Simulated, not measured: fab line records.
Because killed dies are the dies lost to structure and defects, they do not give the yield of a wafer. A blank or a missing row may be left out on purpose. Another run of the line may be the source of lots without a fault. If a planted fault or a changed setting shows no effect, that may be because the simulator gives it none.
Chamber matching / flow sky130 / 3 sister chambers for SKY_CONTACT_CVD_00 on pecvd-03
The step deposits Si3N4, target thk 75 nm. 3 wafers are shown with their chamber, then 8 later ones without.

== WAFERS PAIRED WITH THEIR CHAMBERS ==
wafer=L444.4; chamber=2; heater power w (W)=680
wafer=L449.4; chamber=0; heater power w (W)=651
wafer=L451.2; chamber=1; heater power w (W)=787

== WAFERS WHOSE CHAMBER IS MISSING ==
wafer=L451.4; heater power w (W)=599
wafer=L451.6; heater power w (W)=720
wafer=L460.1; heater power w (W)=780
wafer=L460.2; heater power w (W)=722
wafer=L460.4; heater power w (W)=792
wafer=L461.1; heater power w (W)=592
wafer=L461.2; heater power w (W)=707
wafer=L461.3; heater power w (W)=703

== WHICH CHAMBER EACH ONE RAN IN ==
wafer=L451.4; from the rows above=can't be placed: 0 or 2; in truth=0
wafer=L451.6; from the rows above=can't be placed: 2 or 1 or 0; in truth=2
wafer=L460.1; from the rows above=1; in truth=1
wafer=L460.2; from the rows above=can't be placed: 2 or 1 or 0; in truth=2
wafer=L460.4; from the rows above=1; in truth=1
wafer=L461.1; from the rows above=can't be placed: 0 or 2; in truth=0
wafer=L461.2; from the rows above=can't be placed: 2 or 0 or 1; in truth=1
wafer=L461.3; from the rows above=can't be placed: 2 or 0 or 1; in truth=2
Placed correctly: 2 of 8. Not placeable from these rows: 6 (in 6, the candidates include the true chamber). Wrongly placed: 0.
How it was worked out, from the rows above alone: a wafer's distance from a chamber is the root of the sum, over the readings, of the square of ((its reading less the chamber's mean) divided by the reading's scatter). The wafer belongs to the nearest chamber; if the next one is less than 2 further off, it can't be placed. The mean given for a chamber averages the wafers shown for that chamber. The scatter: root of mean squared gap, hidden wafer to nearest shown wafer, with one shown wafer a chamber.
